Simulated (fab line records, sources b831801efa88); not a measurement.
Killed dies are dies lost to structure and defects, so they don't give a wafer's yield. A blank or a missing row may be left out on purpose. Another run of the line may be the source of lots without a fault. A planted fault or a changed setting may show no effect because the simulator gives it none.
Shared-tool check	flow gf180mcu	11 lots and 39 wafers in the sample

## REASON IT WAS OPENED
At GF_MVPSD_OVL_MEAS_07 the reading MVPSD_OVL is flagged on 2 of 11 lots. Wafers without a fault read 2.4 nm, standard deviation 1.1.
Rule: a lot is flagged when every wafer of it that has a number lies more than 4 standard deviations from that mean, or none has a number. As for the other lots, they are considered sound.

lot	measured	on	MVPSD_OVL (nm), wafer by wafer	flag
L216	day 5 07:45	overlay-02	4.2 1.5 0.9	
L217	day 5 10:53	overlay-02	1.0 2.0 2.2	
L218	day 5 15:16	overlay-01	3.4 1.9 1.7	
L222	day 6 13:59	overlay-02	3.0 0.4 2.8	
L223	day 6 17:15	overlay-02	232.8 233.7 233.2 231.5 232.0 232.2	FLAGGED
L227	day 7 16:43	overlay-02	235.1 235.3 234.6 234.0 234.1 233.3	FLAGGED
L229	day 8 07:30	overlay-01	3.1 2.6 2.8	
L230	day 8 11:49	overlay-01	3.6 1.3 2.8	
L231	day 8 17:56	overlay-02	3.9 1.9 2.7	
L232	day 9 00:13	overlay-02	1.5 1.9 1.5	
L239	day 10 19:28	overlay-02	4.1 4.4 3.1	
Averaged over the flagged lots the numbers come to 233.5 nm, +231.1 nm from the usual (+99 or more standard deviations).

## EACH LOT AND THE TOOL IT RAN ON
The record keeps 1 process step preceding the reading, out of 602 steps on the route. Read each cell as the tool, then ch plus the chambers that the sampled wafers visited, then the start.
lot	flag	GF_MVPSD_EXPOSE_04
L216		iline_stepper-01 ch 0, day 5 00:23
L217		iline_stepper-01 ch 0, day 5 04:31
L218		iline_stepper-01 ch 0, day 5 08:23
L222		iline_stepper-01 ch 0, day 6 06:34
L223	FLAGGED	iline_stepper-02 ch 0, day 6 10:05
L227	FLAGGED	iline_stepper-02 ch 0, day 7 08:59
L229		iline_stepper-01 ch 0, day 7 23:23
L230		iline_stepper-01 ch 0, day 8 03:50
L231		iline_stepper-01 ch 0, day 8 09:50
L232		iline_stepper-01 ch 0, day 8 15:43
L239		iline_stepper-01 ch 0, day 10 10:31
What is done by these steps:
- GF_MVPSD_EXPOSE_04: exposes mask MVPSD, target cd 1000 nm.
- GF_MVPSD_OVL_MEAS_07

## FLAGGED OVER TOTAL, TOOL BY TOOL (the gauges that took the reading come last)
step	tool	lots run	flagged	share of the flagged lots	sound lots run after its first flagged lot
GF_MVPSD_EXPOSE_04	iline_stepper-01	9	0	none	-
GF_MVPSD_EXPOSE_04	iline_stepper-02	2	2	all	0
GF_MVPSD_OVL_MEAS_07	overlay-01	3	0	none	-
GF_MVPSD_OVL_MEAS_07	overlay-02	8	2	all	3 (L231,L232,L239)

## THE TABLE: WHAT IT ALLOWS
In 2 table rows, all flagged lots were run: iline_stepper-02 (GF_MVPSD_EXPOSE_04), overlay-02 (GF_MVPSD_OVL_MEAS_07).
- iline_stepper-02 at GF_MVPSD_EXPOSE_04: 2 of its 2 lots flagged. The start can't be narrowed down: in this sample, it ran no sound lot prior to its first flagged lot.
- overlay-02 at GF_MVPSD_OVL_MEAS_07: 2 of its 8 lots flagged. After the first flagged lot (L231, L232, L239), sound lots still ran on it; a lasting fault on the whole tool would not permit that.
One tool is left: iline_stepper-02 at GF_MVPSD_EXPOSE_04.

## WHAT THE SIMULATOR PUT IN
Scanner matching overlay: iline_stepper-02, from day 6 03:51 on, at GF_MVPSD_EXPOSE_04. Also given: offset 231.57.
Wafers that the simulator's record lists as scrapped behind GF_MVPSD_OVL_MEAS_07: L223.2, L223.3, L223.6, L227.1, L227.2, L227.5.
Shown lots that were struck: L223, L227. The rule given above showed the same thing.
